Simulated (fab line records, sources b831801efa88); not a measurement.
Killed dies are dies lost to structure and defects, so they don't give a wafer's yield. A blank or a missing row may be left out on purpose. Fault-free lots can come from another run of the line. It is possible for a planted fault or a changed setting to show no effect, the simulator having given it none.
fab line records    flow sky130
[record] lots = 6  wafers = 17  last_day = 49
route steps=708 shown CONTACT@418 PAD_OPEN@708
lots untouched by any fault: they come from a run of this same line in which no faults occurred
start_h: hours from the record's opening day to when the first of the lot's shown wafers began    wait_h: how many hours have passed since the lot's step before this one    " identical to the entry in the row above    L1.1+2: several wafers, shown together as one row    - either no value or no given start    * or withheld: withheld    < > ~ a bound
route shown NAME@n: a module of which the file shows steps, and the number in the route of the first    usual: mean/standard deviation of fault-free wafers    same: alike in all rows    chamber/n: place in a boat    sites: the reading at each site    _std_site: the standard deviation of these    _edge_site: inner sites' mean taken away from outer sites' mean    radius_mm: for every site, how far away it sits from the centre of the wafer    mask NAME#n: copy n    behind: tool/chamber where the wafer was last shaped    hold: why the lot went on hold/how many hours it stayed there/how the hold came to an end    device: whichever transistor did not switch (one of n, p or np)    end of line: the same wafers' tests at the end of the route    a step given without rows: its recipe and nothing more    killed: the dies lost at the first sort to structure and to defects; this is not the yield of the wafer    map: dies across one wafer; x = killed, . = not, _ = none there
set.NAME: the setting as run; set.NAME@STEP: as run at that earlier step    model.NAME: the simulator's own value behind a step, which no gauge read
certain route steps with their lots: each step a table, each wafer a row
services: the hour from which a tool's chamber was out of use, counted from the record's first day as start_h (under 0 if before that day), plus the number of hours and why
[[steps]]
[step SKY_CONTACT_PEB_12]
[recipe] peb_temp_c = withheld  peb_time_s = withheld  resist = KrF-thick
[step SKY_CONTACT_DEVELOP_13]
[recipe] develop_time_s = 60  resist = KrF-thick  dev_temp_c = 21
[step SKY_CONTACT_CD_MEAS_14]
[recipe] target_cd_nm = 170
[usual] cd_nm = 170.2/1.4
lot.wafer  tool       chamber  start_h  wait_h  cd_nm
L484.2     cd_sem-01  -        766.07   -       167.6
L484.3     "          -        "        "       167.4
L484.4     "          -        "        "       167.2
L486.1     cd_sem-01  -        770.89   -       171.6
L486.4     "          -        "        "       167.6
L486.6     "          -        "        "       169.7
L487.1     cd_sem-02  -        785.44   -       171.1
L487.2     "          -        "        "       170.5
L487.6     "          -        "        "       171.1
L488.2     cd_sem-01  -        787.47   -       173.2
L488.3     "          -        "        "       171.9
L488.6     "          -        "        "       170.7
L490.1     cd_sem-01  -        806.39   -       169.2
L490.3     "          -        "        "       170.1
L499.2     cd_sem-01  -        870.86   -       170.1
L499.3     "          -        "        "       169.9
L499.4     "          -        "        "       170.0
[step SKY_CONTACT_OVL_MEAS_15]
[usual] CONTACT_OVL = -1/5.1
lot.wafer  tool        chamber  start_h  wait_h  CONTACT_OVL[nm]
L484.2     overlay-02  -        766.17   0.1     1
L484.3     "           -        "        "       8
L484.4     "           -        "        "       0
L486.1     overlay-01  -        771.01   0.1     7
L486.4     "           -        "        "       6
L486.6     "           -        "        "       1
L487.1     overlay-02  -        785.58   0.1     -6
L487.2     "           -        "        "       -6
L487.6     "           -        "        "       -7
L488.2     overlay-02  -        787.57   0.1     -3
L488.3     "           -        "        "       4
L488.6     "           -        "        "       0
L490.1     overlay-02  -        806.51   0.1     8
L490.3     "           -        "        "       2
L499.2     overlay-01  -        870.97   0.1     1
L499.3     "           -        "        "       4
L499.4     "           -        "        "       8
[step SKY_CONTACT_ETCH_16]
[recipe] chemistry = N2/H2  target = BARC  ion_energy_ev = 200  source_w = 500  bias_w = 100  pressure_mtorr = 30  n2_flow_sccm = 100  h2_flow_sccm = 200  stop_on = SiO2  time_s = 45.9  target_depth_a = 600
[step SKY_CONTACT_ETCH_17]
[recipe] target = SiO2  chemistry = C4F8/O2/Ar  stop_on = Si3N4  mask_material = KrF-thick  source_w = 1500  bias_w = 1200  pressure_mtorr = 40  c4f8_flow_sccm = withheld  O2_flow_sccm = 6  Ar_flow_sccm = 300  time_s = withheld  target_depth_a = 3400
[usual] bias_w = 1200/3.8  oes_product_au = 0.891/0.0046
lot.wafer  tool         chamber  start_h  wait_h  bias_w  oes_product_au
L484.2     rie_diel-03  0        766.25   0.0     1200    0.886
L484.3     "            2        "        "       1209    0.891
L484.4     "            1        "        "       1204    0.890
L486.1     rie_diel-02  2        771.09   0.0     1201    0.888
L486.4     "            3        "        "       1195    0.891
L486.6     "            2        "        "       1196    0.895
L487.1     rie_diel-03  0        785.66   0.0     1197    0.890
L487.2     "            3        "        "       1203    0.887
L487.6     "            2        "        "       1212    0.888
L488.2     rie_diel-02  0        787.64   0.0     1204    0.895
L488.3     "            3        "        "       1200    0.903
L488.6     "            2        "        "       1197    0.897
L490.1     rie_diel-03  0        806.59   0.0     1198    0.886
L490.3     "            2        "        "       1197    0.890
L499.2     rie_diel-02  3        871.04   0.0     1209    0.889
L499.3     "            2        "        "       1200    0.890
L499.4     "            1        "        "       1199    0.887
[step SKY_CONTACT_ETCH_18]
[recipe] target = Si3N4  chemistry = CHF3/O2  stop_on = TiN  source_w = 600  bias_w = 200  pressure_mtorr = 40  chf3_flow_sccm = 50  O2_flow_sccm = 5  time_s = 39  target_depth_a = 750
[usual] bias_w = 200.0/0.56  drypump_motor_current_A = 5.7/0.37  oes_product_au = 0.858/0.009  throttle_valve_pct = 8.794/0.01
lot.wafer  tool         chamber  start_h  wait_h  bias_w  drypump_motor_current_A  oes_product_au  rf_hours_counter_h  throttle_valve_pct
L484.2     rie_diel-03  0        -        -       199.9   5.9                      0.869           8                   8.791
L484.3     "            2        "        "       200.4   5.6                      0.858           8                   8.791
L484.4     "            1        "        "       200.2   6.1                      0.865           -                   8.795
L486.1     rie_diel-02  2        -        -       199.8   5.2                      0.851           32                  8.789
L486.4     "            3        "        "       200.0   6.0                      0.859           15                  8.790
L486.6     "            2        "        "       199.8   5.2                      0.864           -                   8.796
L487.1     rie_diel-03  0        -        -       200.5   5.9                      0.854           9                   8.791
L487.2     "            3        "        "       198.9   6.5                      0.844           30                  8.791
L487.6     "            2        "        "       200.0   5.6                      0.859           -                   8.795
L488.2     rie_diel-02  0        -        -       200.2   5.2                      0.852           19                  8.800
L488.3     "            3        "        "       199.8   5.9                      0.857           15                  8.802
L488.6     "            2        "        "       200.5   5.2                      0.864           -                   8.797
L490.1     rie_diel-03  0        -        -       199.7   5.9                      0.862           9                   8.800
L490.3     "            2        "        "       201.2   5.6                      0.861           9                   8.809
L499.2     rie_diel-02  3        -        -       199.8   5.9                      0.850           18                  8.773
L499.3     "            2        "        "       198.9   5.2                      0.846           0                   8.781
L499.4     "            1        "        "       199.7   5.6                      0.860           5                   8.797
[step SKY_CONTACT_STRIP_19]
[recipe] chemistry = O2/N2  power_w = 1400  pressure_mtorr = 1500  platen_temp_c = withheld  o2_flow_sccm = 3000  n2_flow_sccm = 300  overash_fraction = 0.5
[usual] drypump_motor_current_A = 5.46/0.21  oes_product_au = 0.381/0.0048  strip_time_to_endpoint_s = 3.63/0.044
[same] overash_fraction = 0.5
lot.wafer  tool             chamber  start_h  wait_h  drypump_motor_current_A  oes_product_au  rf_hours_counter_h  strip_time_to_endpoint_s
L484.2     plasma_asher-03  1        766.34   -       5.74                     0.384           34                  3.55
L484.3     "                0        "        "       5.29                     0.380           -                   3.62
L484.4     "                1        "        "       5.70                     0.375           -                   3.57
L486.1     plasma_asher-01  1        771.18   -       5.44                     0.379           67                  3.58
L486.4     "                0        "        "       5.53                     0.385           -                   3.69
L486.6     "                1        "        "       5.45                     0.383           -                   3.58
L487.1     plasma_asher-04  1        785.75   -       5.66                     0.377           90                  3.59
L487.2     "                0        "        "       5.14                     0.383           90                  3.68
L487.6     "                1        "        "       5.66                     0.387           -                   3.61
L488.2     plasma_asher-04  1        787.73   -       5.69                     0.383           91                  3.63
L488.3     "                0        "        "       5.15                     0.379           -                   3.67
L488.6     "                0        "        "       5.13                     0.385           -                   3.60
L490.1     plasma_asher-01  0        806.68   -       5.54                     0.377           70                  3.58
L490.3     "                0        "        "       5.53                     0.371           -                   3.60
L499.2     plasma_asher-04  1        871.13   -       5.71                     0.386           99                  3.66
L499.3     "                0        "        "       5.15                     0.386           -                   3.55
L499.4     "                1        "        "       5.69                     0.378           -                   3.65
[step SKY_CONTACT_STRIP_20]
[recipe] chemistry = post_etch_residue_remover  time_s = 1200  temp_c = 72.5
[step SKY_CONTACT_CLEAN_21]
[recipe] chemistry = IPA  time_s = 180  temp_c = 25
[step SKY_CONTACT_CLEAN_22]
[recipe] chemistry = O3/DIW  dry = n2_spin
[step SKY_CONTACT_SPUTTER_23]
[recipe] material = TiN  target_thk_nm = 20  chamber_pressure_pa = 5  power_w = 4000  time_s = 80
[usual] throttle_valve_pct = 29.7/0.8
lot.wafer  tool            chamber  start_h  wait_h  throttle_valve_pct
L484.2     pvd_sputter-04  -        766.93   0.0     30.5
L484.3     "               -        "        "       28.7
L484.4     "               -        "        "       30.5
L486.1     pvd_sputter-02  -        771.80   0.0     29.6
L486.4     "               -        "        "       30.6
L486.6     "               -        "        "       30.9
L487.1     pvd_sputter-04  -        786.34   0.0     30.7
L487.2     "               -        "        "       29.8
L487.6     "               -        "        "       29.0
L488.2     pvd_sputter-04  -        788.33   0.0     29.8
L488.3     "               -        "        "       28.6
L488.6     "               -        "        "       30.4
L490.1     pvd_sputter-04  -        807.28   0.0     28.5
L490.3     "               -        "        "       30.1
L499.2     pvd_sputter-04  -        871.72   0.0     30.9
L499.3     "               -        "        "       29.7
L499.4     "               -        "        "       30.2
[step SKY_CONTACT_CVD_24]
[recipe] material = W  target_thk_nm = 340  time_s = 102.12  temp_c = 400  pressure_torr = 40
[usual] chamber_pressure_Torr = 40.00/0.088  heater_power_w = 869/51
lot.wafer  tool      chamber  start_h  wait_h  chamber_pressure_Torr  heater_power_w  model.W_of_CONTACT_CVD_24.thk_nm
L484.2     cvd_w-02  0        766.99   0.0     40.06                  874             342.9
L484.3     "         1        "        "       40.03                  876             344.8
L484.4     "         0        "        "       40.05                  868             342
L486.1     cvd_w-02  1        771.86   0.0     40.00                  863             341.9
L486.4     "         0        "        "       39.89                  877             342.9
L486.6     "         0        "        "       39.85                  864             345.7
L487.1     cvd_w-01  0        786.40   0.0     40.06                  801             338
L487.2     "         1        "        "       39.99                  939             341.2
L487.6     "         0        "        "       39.97                  794             339.1
L488.2     cvd_w-02  0        788.39   0.0     40.00                  874             340.6
L488.3     "         1        "        "       40.02                  848             362
L488.6     "         0        "        "       40.13                  864             361.5
L490.1     cvd_w-02  1        807.34   0.0     39.93                  870             342.2
L490.3     "         1        "        "       39.94                  863             363.4
L499.2     cvd_w-02  0        871.78   0.0     39.94                  893             345.1
L499.3     "         0        "        "       40.00                  859             345.5
L499.4     "         1        "        "       39.85                  877             345.6
[step SKY_CONTACT_RS_MEAS_25]
[recipe] thk_meas_gauge = four-point-probe  reads = W_of_CONTACT_CVD_24+TiN_of_CONTACT_SPUTTER_23
[usual] CONTACT_W_RS = 0.337/0.0045
lot.wafer  tool           chamber  start_h  wait_h  CONTACT_W_RS[ohm/sq]
L484.2     film_metro-01  -        767.12   0.1     0.336
L484.3     "              -        "        "       0.334
L484.4     "              -        "        "       0.337
L486.1     film_metro-03  -        771.97   0.1     0.336
L486.4     "              -        "        "       0.334
L486.6     "              -        "        "       0.333
L487.1     film_metro-01  -        786.51   0.1     0.341
L487.2     "              -        "        "       0.337
L487.6     "              -        "        "       0.339
L488.2     film_metro-01  -        788.52   0.1     0.338
L488.3     "              -        "        "       0.318
L488.6     "              -        "        "       0.318
L490.1     film_metro-03  -        807.45   0.1     0.336
L490.3     "              -        "        "       0.316
L499.2     film_metro-01  -        871.91   0.1     0.333
L499.3     "              -        "        "       0.333
L499.4     "              -        "        "       0.333
[step SKY_CONTACT_THK_MEAS_26]
[recipe] thk_meas_gauge = xrf  reads = W_of_CONTACT_CVD_24
[usual] CONTACT_W_THK = 338/5.2
lot.wafer  tool           chamber  start_h  wait_h  CONTACT_W_THK[nm]
L484.2     film_metro-01  -        767.23   0.1     340
L484.3     "              -        "        "       341
L484.4     "              -        "        "       339
L486.1     film_metro-03  -        772.09   0.1     336
L486.4     "              -        "        "       338
L486.6     "              -        "        "       343
L487.1     film_metro-01  -        786.63   0.1     337
L487.2     "              -        "        "       340
L487.6     "              -        "        "       337
L488.2     film_metro-01  -        788.63   0.1     340
L488.3     "              -        "        "       359
L488.6     "              -        "        "       361
L490.1     film_metro-03  -        807.57   0.1     338
L490.3     "              -        "        "       359
L499.2     film_metro-01  -        872.02   0.1     345
L499.3     "              -        "        "       345
L499.4     "              -        "        "       344
[step SKY_CONTACT_CMP_27]
[recipe] stop_on = SiO2  t_overpolish_s = 15  down_force_psi = 3.5  platen_rpm = 60  target_thk_nm = 0  pad_velocity_m_s = 0.94248
[usual] head_pressure_psi = 3.501/0.0082  motor_current_A = 11.7/1.1
lot.wafer  tool    chamber  start_h  wait_h  head_pressure_psi  motor_current_A
L484.2     cmp-02  2        767.28   0.0     3.492              11.7
L484.3     "       0        "        "       3.513              13.7
L484.4     "       1        "        "       3.499              11.8
L486.4     cmp-01  1        772.20   0.1     3.506              11.6
L486.1     "       2        "        "       3.493              11.4
L486.6     "       1        "        "       3.504              12.6
L487.1     cmp-01  0        786.79   0.1     3.500              11.6
L487.2     "       1        "        "       3.508              11.8
L487.6     "       2        "        "       3.515              12.0
L488.2     cmp-01  2        788.73   0.1     3.502              12.0
L488.3     "       3        "        "       3.509              11.7
L488.6     "       2        "        "       3.497              12.2
L490.3     cmp-01  3        807.63   0.0     3.517              11.8
L490.1     "       1        "        "       3.483              12.2
L499.2     cmp-02  1        872.07   0.0     3.497              11.2
L499.4     "       2        "        "       3.502              11.7
L499.3     "       0        "        "       3.492              13.8
[step SKY_PAD_OPEN_PROBE_99]
[usual] killed_at_M0_to_M3 = 45/6.9  killed_at_M4_up = 3.1/1.7  killed_at_contacts = 24/5.7  killed_at_front_end = 15/4.6  killed_at_other = 0.3/0.57  killed_dies = 87/10  killed_open = 48/7.4  killed_short = 39/6.7
[same] gross_dies = 492  killed_at_back_side = 0
lot.wafer  tool       chamber  start_h  wait_h  killed_at_M0_to_M3  killed_at_M4_up  killed_at_contacts  killed_at_front_end  killed_at_other  killed_dies  killed_open  killed_short
L486.4     prober-02  -        1109.11  0.2     44                  2                40                  17                   0                103          49           54
L486.6     prober-02  -        1109.21  0.2     36                  3                24                  15                   0                78           36           42
// killed by level:class
L486.4 LI_CONTACT:geometric_particle:open=9 CONTACT:geometric_particle:open=9 LOCAL_INTERCONNECT:geometric_particle:short=8 METAL2:geometric_particle:short=7 VIA1:geometric_particle:open=7 LI_CONTACT:geometric_particle:short=6 CONTACT:geometric_particle:short=6 METAL1:geometric_particle:short=6
L486.6 CONTACT:geometric_particle:short=9 VIA1:geometric_particle:open=7 FIELD_ISO:geometric_particle:short=6 LI_CONTACT:geometric_particle:open=6 VIA1:geometric_particle:short=6 METAL2:geometric_particle:short=6 FIELD_ISO:geometric_particle:open=5 CONTACT:geometric_particle:open=4
[[services]]
tool             chamber  start_h  hours  kind
cmp-01           -        744.33   4.0    pm
cmp-01           -        748.33   7.8    pm
rie_diel-03      3        754.68   15.1   repair
cvd_w-01         1        757.15   3.4    repair
plasma_asher-04  -        761.56   10.7   repair
cvd_w-02         -        804.69   0.3    repair
plasma_asher-04  -        806.85   2.8    pm
rie_diel-03      2        809.57   9.7    repair
rie_diel-03      1        812.28   15.3   repair
cvd_w-01         -        812.89   1.3    repair
pvd_sputter-02   -        819.48   4.2    repair
rie_diel-02      2        830.67   4.1    repair
rie_diel-03      -        834.61   1.2    repair
rie_diel-02      2        834.82   -      clean
cmp-01           -        837.09   6.3    pm
cmp-02           -        839.33   0.5    repair
plasma_asher-04  -        843.59   2.9    repair
rie_diel-02      1        845.75   3.2    repair
cmp-01           -        846.65   2.5    repair
plasma_asher-03  -        849.01   2.8    pm
cmp-01           -        851.60   1.3    repair
rie_diel-03      0        866.18   6.6    repair
cmp-02           -        866.45   0.8    repair
cmp-02           -        870.16   0.2    repair
[[key]]
[first_sign] step = SKY_CONTACT_RS_MEAS_25  reading = CONTACT_W_RS  direction = down  sigmas = 4.4  usual = 0.337  struck = 0.317
[effect] step = SKY_CONTACT_THK_MEAS_26  reading = CONTACT_W_THK  direction = up  sigmas = 4.1  usual = 338  struck = 360
[model_effect] step = SKY_CONTACT_CVD_24  value = W_of_CONTACT_CVD_24.thk_nm  without = 343  struck = 362.3
met_at SKY_CONTACT_CVD_24
struck_wafers L488.3,L488.6,L490.3
tester_left_out L488,L490
onset_between 771.86 788.39
[fault] kind = process_parameter_drift  tool = cvd_w-02  chamber = -  onset_h = 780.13  steps = SKY_CONTACT_CVD_24  channel = target_thk_nm  offset = 19.318  shape = step  end_h = 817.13  scope = struck_wafers_only  acts_in = these_recipes_only  stated = 340
// tester_left_out: of these lots the tester's yield and bins aren't shown, on N5 and GAA mostly nor the transistor test; their killed dies are dies lost to structure and defects alone, not to doping, threshold or leakage, so they don't give the yield
